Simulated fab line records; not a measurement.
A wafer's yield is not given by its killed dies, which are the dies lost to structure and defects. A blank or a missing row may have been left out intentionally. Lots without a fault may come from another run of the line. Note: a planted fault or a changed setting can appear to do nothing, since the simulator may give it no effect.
What tool caused it? / flow gf180mcu / 36 wafers from 12 lots sampled at 6 of the route's 602 steps

WHAT EACH GAUGE READ, for each wafer
GF_LVPWELL_OVL_MEAS_07. Usual: LVPWELL_OVL gives -0.3 nm (standard deviation 1.2).
lot=L848; measured=day 4 02:22; on=overlay-01; LVPWELL_OVL (nm)=-0.5 -1.1 0.1; flag=
lot=L851; measured=day 4 18:48; on=overlay-01; LVPWELL_OVL (nm)=-0.5 0.0 0.7; flag=
lot=L854; measured=day 5 12:07; on=overlay-02; LVPWELL_OVL (nm)=0.5 -0.2 0.2; flag=
lot=L860; measured=day 6 21:34; on=overlay-02; LVPWELL_OVL (nm)=1.4 1.5 1.3; flag=
lot=L861; measured=day 7 03:26; on=overlay-02; LVPWELL_OVL (nm)=1.0 0.6 0.3; flag=
lot=L862; measured=day 7 09:09; on=overlay-01; LVPWELL_OVL (nm)=0.1 -0.5 -1.9; flag=
lot=L864; measured=day 7 20:01; on=overlay-01; LVPWELL_OVL (nm)=0.6 -0.3 -0.8; flag=
lot=L865; measured=day 8 01:43; on=overlay-02; LVPWELL_OVL (nm)=-2.0 -1.3 -1.7; flag=
lot=L866; measured=day 8 06:38; on=overlay-01; LVPWELL_OVL (nm)=-0.2 -1.1 -1.4; flag=
lot=L867; measured=day 8 13:55; on=overlay-01; LVPWELL_OVL (nm)=1.7 2.3 0.7; flag=
lot=L868; measured=day 8 18:20; on=overlay-01; LVPWELL_OVL (nm)=1.3 0.2 -0.5; flag=
lot=L869; measured=day 8 23:35; on=overlay-02; LVPWELL_OVL (nm)=-0.4 -0.6 -1.1; flag=

GF_MVPSD_TW_MEAS_11. Usual: MVPSD_TW gives 552.2 (standard deviation 2.9).
lot=L848; measured=day 5 07:14; on=film_metro-03; MVPSD_TW=548.5 551.4 547.7; flag=
lot=L851; measured=day 6 00:25; on=film_metro-04; MVPSD_TW=552.4 548.6 552.6; flag=
lot=L854; measured=day 6 19:18; on=film_metro-04; MVPSD_TW=550.4 551.4 549.6; flag=
lot=L860; measured=day 8 06:20; on=film_metro-02; MVPSD_TW=554.7 553.8 556.7; flag=
lot=L861; measured=day 8 11:35; on=film_metro-04; MVPSD_TW=359.2 357.3 360.1; flag=OFF
lot=L862; measured=day 8 18:03; on=film_metro-02; MVPSD_TW=363.8 363.0 359.5; flag=OFF
lot=L864; measured=day 9 06:24; on=film_metro-04; MVPSD_TW=552.3 552.4 551.3; flag=
lot=L865; measured=day 9 12:14; on=film_metro-03; MVPSD_TW=552.2 549.6 551.7; flag=
lot=L866; measured=day 9 17:19; on=film_metro-04; MVPSD_TW=551.6 553.2 553.5; flag=
lot=L867; measured=day 10 02:04; on=film_metro-02; MVPSD_TW=552.5 553.1 552.8; flag=
lot=L868; measured=day 10 06:14; on=film_metro-03; MVPSD_TW=550.8 551.5 551.0; flag=
lot=L869; measured=day 10 12:13; on=film_metro-03; MVPSD_TW=552.0 554.4 552.1; flag=

GF_VT_IMPLANT_OVL_MEAS_07. Usual: VT_IMPLANT_OVL gives 0.1 nm (standard deviation 1).
lot=L848; measured=day 5 20:57; on=overlay-01; VT_IMPLANT_OVL (nm)=-1.2 -1.3 -0.5; flag=
lot=L851; measured=day 6 15:11; on=overlay-02; VT_IMPLANT_OVL (nm)=-0.3 1.5 -1.7; flag=
lot=L854; measured=day 7 11:26; on=overlay-02; VT_IMPLANT_OVL (nm)=-0.6 -1.5 -2.9; flag=
lot=L860; measured=day 8 22:47; on=overlay-01; VT_IMPLANT_OVL (nm)=-0.2 0.2 1.0; flag=
lot=L861; measured=day 9 04:50; on=overlay-02; VT_IMPLANT_OVL (nm)=-1.1 -0.8 -1.5; flag=
lot=L862; measured=day 9 11:19; on=overlay-02; VT_IMPLANT_OVL (nm)=0.0 -0.5 0.6; flag=
lot=L864; measured=day 9 23:30; on=overlay-01; VT_IMPLANT_OVL (nm)=-0.5 -0.5 0.3; flag=
lot=L865; measured=day 10 05:05; on=overlay-01; VT_IMPLANT_OVL (nm)=1.5 0.6 1.2; flag=
lot=L866; measured=day 10 10:53; on=overlay-02; VT_IMPLANT_OVL (nm)=-0.8 0.6 0.5; flag=
lot=L867; measured=day 10 19:57; on=overlay-02; VT_IMPLANT_OVL (nm)=0.9 1.1 1.4; flag=
lot=L868; measured=day 10 23:59; on=overlay-02; VT_IMPLANT_OVL (nm)=-0.2 -1.7 -0.3; flag=
lot=L869; measured=day 11 06:37; on=overlay-01; VT_IMPLANT_OVL (nm)=1.4 2.2 1.5; flag=

GF_VT_IMPLANT_RS_MEAS_49: measurement is done with a four-point probe. Usual: MVPSD_RS gives 1168.7 ohm/sq (standard deviation 2.9).
lot=L848; measured=day 7 20:56; on=film_metro-03; MVPSD_RS (ohm/sq)=1173.4 1172.1 1172.7; flag=
lot=L851; measured=day 8 14:55; on=film_metro-02; MVPSD_RS (ohm/sq)=1166.9 1167.8 1165.4; flag=
lot=L854; measured=day 9 14:27; on=film_metro-03; MVPSD_RS (ohm/sq)=1166.5 1168.9 1169.2; flag=
lot=L860; measured=day 11 05:19; on=film_metro-03; MVPSD_RS (ohm/sq)=1170.3 1170.1 1169.4; flag=
lot=L861; measured=day 11 11:17; on=film_metro-03; MVPSD_RS (ohm/sq)=2972.8 3005.9 2960.2; flag=OFF
lot=L862; measured=day 11 18:08; on=film_metro-03; MVPSD_RS (ohm/sq)=2946.4 2959.4 2985.8; flag=OFF
lot=L864; measured=day 12 07:59; on=film_metro-03; MVPSD_RS (ohm/sq)=1175.1 1173.0 1169.5; flag=
lot=L865; measured=day 12 13:23; on=film_metro-02; MVPSD_RS (ohm/sq)=1169.8 1167.7 1165.4; flag=
lot=L866; measured=day 12 21:01; on=film_metro-03; MVPSD_RS (ohm/sq)=1171.0 1168.9 1170.7; flag=
lot=L867; measured=day 13 06:01; on=film_metro-03; MVPSD_RS (ohm/sq)=1163.6 1168.7 1165.6; flag=
lot=L868; measured=day 13 10:00; on=film_metro-02; MVPSD_RS (ohm/sq)=1168.3 1172.6 1173.6; flag=
lot=L869; measured=day 13 17:42; on=film_metro-04; MVPSD_RS (ohm/sq)=1160.7 1162.7 1162.8; flag=

TOOL THAT RAN EACH LOT (tool first, then ch and the chambers of the sampled wafers, then the start)
lot=L848; GF_NWELL_STRIP_10=plasma_asher-04 ch 0,1, day 3 13:23; GF_MVPSD_IMPLANT_08=implanter-01 ch 0, day 5 06:50
lot=L851; GF_NWELL_STRIP_10=plasma_asher-02 ch 0,1, day 4 04:40; GF_MVPSD_IMPLANT_08=implanter-03 ch 0, day 6 00:01
lot=L854; GF_NWELL_STRIP_10=plasma_asher-02 ch 0,1, day 4 22:19; GF_MVPSD_IMPLANT_08=implanter-03 ch 0, day 6 18:54
lot=L860; GF_NWELL_STRIP_10=plasma_asher-03 ch 0,1, day 6 06:38; GF_MVPSD_IMPLANT_08=implanter-01 ch 0, day 8 05:56
lot=L861; GF_NWELL_STRIP_10=plasma_asher-02 ch 0,1, day 6 11:32; GF_MVPSD_IMPLANT_08=implanter-03 ch 0, day 8 11:13
lot=L862; GF_NWELL_STRIP_10=plasma_asher-02 ch 0,1, day 6 17:07; GF_MVPSD_IMPLANT_08=implanter-03 ch 0, day 8 17:39
lot=L864; GF_NWELL_STRIP_10=plasma_asher-03 ch 0,1, day 7 04:07; GF_MVPSD_IMPLANT_08=implanter-02 ch 0, day 9 06:00
lot=L865; GF_NWELL_STRIP_10=plasma_asher-04 ch 0,1, day 7 10:13; GF_MVPSD_IMPLANT_08=implanter-02 ch 0, day 9 11:52
lot=L866; GF_NWELL_STRIP_10=plasma_asher-02 ch 0,1, day 7 15:20; GF_MVPSD_IMPLANT_08=implanter-02 ch 0, day 9 16:57
lot=L867; GF_NWELL_STRIP_10=plasma_asher-04 ch 0,1, day 7 22:22; GF_MVPSD_IMPLANT_08=implanter-02 ch 0, day 10 01:40
lot=L868; GF_NWELL_STRIP_10=plasma_asher-03 ch 0,1, day 8 02:43; GF_MVPSD_IMPLANT_08=implanter-01 ch 0, day 10 05:50
lot=L869; GF_NWELL_STRIP_10=plasma_asher-02 ch 0,1, day 8 06:51; GF_MVPSD_IMPLANT_08=implanter-02 ch 0, day 10 11:51
- GF_NWELL_STRIP_10: strips in O2/N2.
- GF_MVPSD_IMPLANT_08

AS READ BY THE TOOLS THEMSELVES (means over the sampled wafers that have a number; for cases with no such wafer, the mark the record gives instead)
GF_NWELL_STRIP_10. Usual: chamber_pressure_mTorr 1500.1 mTorr, standard deviation 1.4; drypump_motor_current_A 5.71 A, standard deviation 0.28; heater_power_w 339 W, standard deviation 13; oes_product_au 0.723 a.u., standard deviation 0.0048; strip_time_to_endpoint_s 36.91 s, standard deviation 0.091.
lot=L848; tool=plasma_asher-04; chamber_pressure_mTorr (mTorr)=1499.8; drypump_motor_current_A (A)=5.43; heater_power_w (W)=333; oes_product_au (a.u.)=0.723; strip_time_to_endpoint_s (s)=36.84; flag=
lot=L851; tool=plasma_asher-02; chamber_pressure_mTorr (mTorr)=1500.8; drypump_motor_current_A (A)=5.97; heater_power_w (W)=337; oes_product_au (a.u.)=0.724; strip_time_to_endpoint_s (s)=36.95; flag=
lot=L854; tool=plasma_asher-02; chamber_pressure_mTorr (mTorr)=1500.2; drypump_motor_current_A (A)=5.98; heater_power_w (W)=343; oes_product_au (a.u.)=0.730; strip_time_to_endpoint_s (s)=36.98; flag=
lot=L860; tool=plasma_asher-03; chamber_pressure_mTorr (mTorr)=1498.5; drypump_motor_current_A (A)=5.49; heater_power_w (W)=352; oes_product_au (a.u.)=0.721; strip_time_to_endpoint_s (s)=36.93; flag=
lot=L861; tool=plasma_asher-02; chamber_pressure_mTorr (mTorr)=1499.9; drypump_motor_current_A (A)=6.01; heater_power_w (W)=342; oes_product_au (a.u.)=0.728; strip_time_to_endpoint_s (s)=36.95; flag=
lot=L862; tool=plasma_asher-02; chamber_pressure_mTorr (mTorr)=1499.8; drypump_motor_current_A (A)=6.01; heater_power_w (W)=335; oes_product_au (a.u.)=0.726; strip_time_to_endpoint_s (s)=36.86; flag=
lot=L864; tool=plasma_asher-03; chamber_pressure_mTorr (mTorr)=1500.5; drypump_motor_current_A (A)=5.60; heater_power_w (W)=339; oes_product_au (a.u.)=0.721; strip_time_to_endpoint_s (s)=36.77; flag=
lot=L865; tool=plasma_asher-04; chamber_pressure_mTorr (mTorr)=1499.7; drypump_motor_current_A (A)=5.41; heater_power_w (W)=345; oes_product_au (a.u.)=0.724; strip_time_to_endpoint_s (s)=36.89; flag=
lot=L866; tool=plasma_asher-02; chamber_pressure_mTorr (mTorr)=1500.1; drypump_motor_current_A (A)=5.98; heater_power_w (W)=337; oes_product_au (a.u.)=0.721; strip_time_to_endpoint_s (s)=36.88; flag=
lot=L867; tool=plasma_asher-04; chamber_pressure_mTorr (mTorr)=1502.4; drypump_motor_current_A (A)=5.44; heater_power_w (W)=331; oes_product_au (a.u.)=0.722; strip_time_to_endpoint_s (s)=37.00; flag=
lot=L868; tool=plasma_asher-03; chamber_pressure_mTorr (mTorr)=1499.1; drypump_motor_current_A (A)=5.59; heater_power_w (W)=339; oes_product_au (a.u.)=0.726; strip_time_to_endpoint_s (s)=36.89; flag=
lot=L869; tool=plasma_asher-02; chamber_pressure_mTorr (mTorr)=1499.5; drypump_motor_current_A (A)=6.01; heater_power_w (W)=332; oes_product_au (a.u.)=0.722; strip_time_to_endpoint_s (s)=36.96; flag=

GF_MVPSD_IMPLANT_08. Usual: dose_ions_cm2 1.5e+13, standard deviation 1.4e+10; faraday_current_uA 84.5, standard deviation 1.7.
lot=L848 tool=implanter-01 dose_ions_cm2=1.5e+13 faraday_current_uA=83.4 flag=
lot=L851 tool=implanter-03 dose_ions_cm2=1.5e+13 faraday_current_uA=84.5 flag=
lot=L854 tool=implanter-03 dose_ions_cm2=1.5e+13 faraday_current_uA=84.9 flag=
lot=L860 tool=implanter-01 dose_ions_cm2=1.5e+13 faraday_current_uA=83.5 flag=
lot=L861 tool=implanter-03 dose_ions_cm2=1.5e+12 faraday_current_uA=8.3 flag=OFF
lot=L862 tool=implanter-03 dose_ions_cm2=1.5e+12 faraday_current_uA=8.4 flag=OFF
lot=L864 tool=implanter-02 dose_ions_cm2=1.5e+13 faraday_current_uA=84.3 flag=
lot=L865 tool=implanter-02 dose_ions_cm2=1.5e+13 faraday_current_uA=85.3 flag=
lot=L866 tool=implanter-02 dose_ions_cm2=1.5e+13 faraday_current_uA=83.6 flag=
lot=L867 tool=implanter-02 dose_ions_cm2=1.5e+13 faraday_current_uA=85.3 flag=
lot=L868 tool=implanter-01 dose_ions_cm2=1.5e+13 faraday_current_uA=84.7 flag=
lot=L869 tool=implanter-02 dose_ions_cm2=1.5e+13 faraday_current_uA=83.5 flag=

THE ANSWER, worked out from the rows above alone
Rule: take the mean of a lot's wafers that have a number; if it is more than 3 standard deviations from the usual mean, the lot is off. A lot without any number at a reading at which 4 lots or more have one is off too. Any other lot the step has rows for is counted as sound. After the gauges, taken in route order, come the tools' own readings; for these a lot's mean is taken, as printed above. At the first step where some lot is off, the reading lying furthest off is the one used; lots without a number count as furthest.
Off: at GF_MVPSD_TW_MEAS_11 (MVPSD_TW), L861, L862.
If a tool, at a process step before that reading, ran all the lots that are off and no sound lot after the first of them, it fits. The gauges at GF_MVPSD_TW_MEAS_11 aren't tried: what is off there is off at GF_VT_IMPLANT_RS_MEAS_49 too, on other tools, and a gauge's error can't cause that. One fits: implanter-03 at GF_MVPSD_IMPLANT_08. A fault onset in the window from L854 (day 6 18:54, its last sound lot) to L861 (day 8 11:13, its first lot off) fits.
The tool's own readings at GF_MVPSD_IMPLANT_08 bear it out: on the lots that are off they differ by more than 5 times the standard deviation of the sound lots' means. dose_ions_cm2 reads 1.5e+12 there against 1.5e+13 on the sound lots; faraday_current_uA reads 8.4 there against 84.3 on the sound lots.

WHAT HAD BEEN PUT IN BY THE SIMULATOR
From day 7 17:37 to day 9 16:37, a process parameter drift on implanter-03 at GF_MVPSD_IMPLANT_08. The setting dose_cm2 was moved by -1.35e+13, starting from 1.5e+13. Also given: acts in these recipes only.
Lots struck among those shown: L861, L862. The same result came from the rule above.
